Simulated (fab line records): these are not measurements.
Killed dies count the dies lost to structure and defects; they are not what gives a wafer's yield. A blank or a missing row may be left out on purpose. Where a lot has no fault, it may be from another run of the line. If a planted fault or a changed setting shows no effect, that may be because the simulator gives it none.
One fault seen from 2 desks + flow sfq-line + each desk holds nothing but its own numbers, with what lay behind them at the end

FOR THE TOOL OWNER'S DESK: rie-diel-02
The tool's own readings at SFQ_TRILAYER_I3_VIA_BARC_OPEN_VIA_ETCH_121 (etches BARC in O2, target depth 125 nm, time 41.7 s): means of the sampled wafers that have a number, for each lot that ran on this tool. Marked OUT: a lot whose mean sits more than 4 standard deviations from the usual mean, which makes it out of limits; the brackets give that distance.
Columns: A = bias-w at SFQ_TRILAYER_I3_VIA_BARC_OPEN_VIA_ETCH_121, usual 80.04 W; B = drypump-motor-current-A at SFQ_TRILAYER_I3_VIA_BARC_OPEN_VIA_ETCH_121, usual 5.9 A; C = oes-product-au at SFQ_TRILAYER_I3_VIA_BARC_OPEN_VIA_ETCH_121, usual 0.685 a.u.
| lot  | first seen here | A               | B   | C     |
|------|-----------------|-----------------|-----|-------|
| L872 | day 45 01:51    | 79.83           | 5.9 | 0.687 |
| L876 | day 46 16:15    | 90.84 (+47) OUT | 6.0 | 0.682 |
| L878 | day 48 00:39    | 91.15 (+48) OUT | 6.4 | 0.683 |
This desk finds L876, L878 out of limits, L876 being first, at day 46 16:15 (bias-w at SFQ_TRILAYER_I3_VIA_BARC_OPEN_VIA_ETCH_121). In limits: L872.

FROM THE METROLOGY DESK
What the gauges read for every lot (on any tool): the sampled wafers with a number, averaged. Marked OUT: a lot whose mean sits more than 4 standard deviations from the usual mean, which makes it out of limits; the brackets give that distance.
Columns: A = I3_BOW at SFQ_I3_BOW_MEAS_922, usual 2 um; B = I3_OVL at SFQ_I3_OVL_MEAS_923, usual 1 nm
| lot  | first seen here | A  | B  |
|------|-----------------|----|----|
| L870 | day 38 18:10    | -5 | 1  |
| L872 | day 39 18:10    | 6  | 3  |
| L876 | day 41 04:07    | 5  | 2  |
| L878 | day 42 06:11    | -3 | -5 |
| L886 | day 43 18:10    | 10 | -2 |
| L888 | day 44 04:13    | 4  | 1  |
This desk found nothing out of limits on any of the 6 lots.

BROUGHT TOGETHER
An alarm could have come from the tool owner's desk at day 46 16:15, on L876, L878.
From the metrology desk's view, nothing was out of limits.
The metrology desk holds a record of L876, L878, inside its limits.
All the named lots went through SFQ_TRILAYER_I3_VIA_BARC_OPEN_VIA_ETCH_121 on rie-diel-02.

WHAT WAS PUT IN BY THE SIMULATOR
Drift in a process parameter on rie-diel-02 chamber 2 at SFQ_TRILAYER_I3_VIA_BARC_OPEN_VIA_ETCH_121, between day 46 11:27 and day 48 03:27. Setting bias-w shifted by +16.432 from 80. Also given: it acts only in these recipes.
Shown lots that were struck: L876, L878.
Delay in hours, fault start to first out-of-limits reading, by desk: the tool owner's desk at 5.
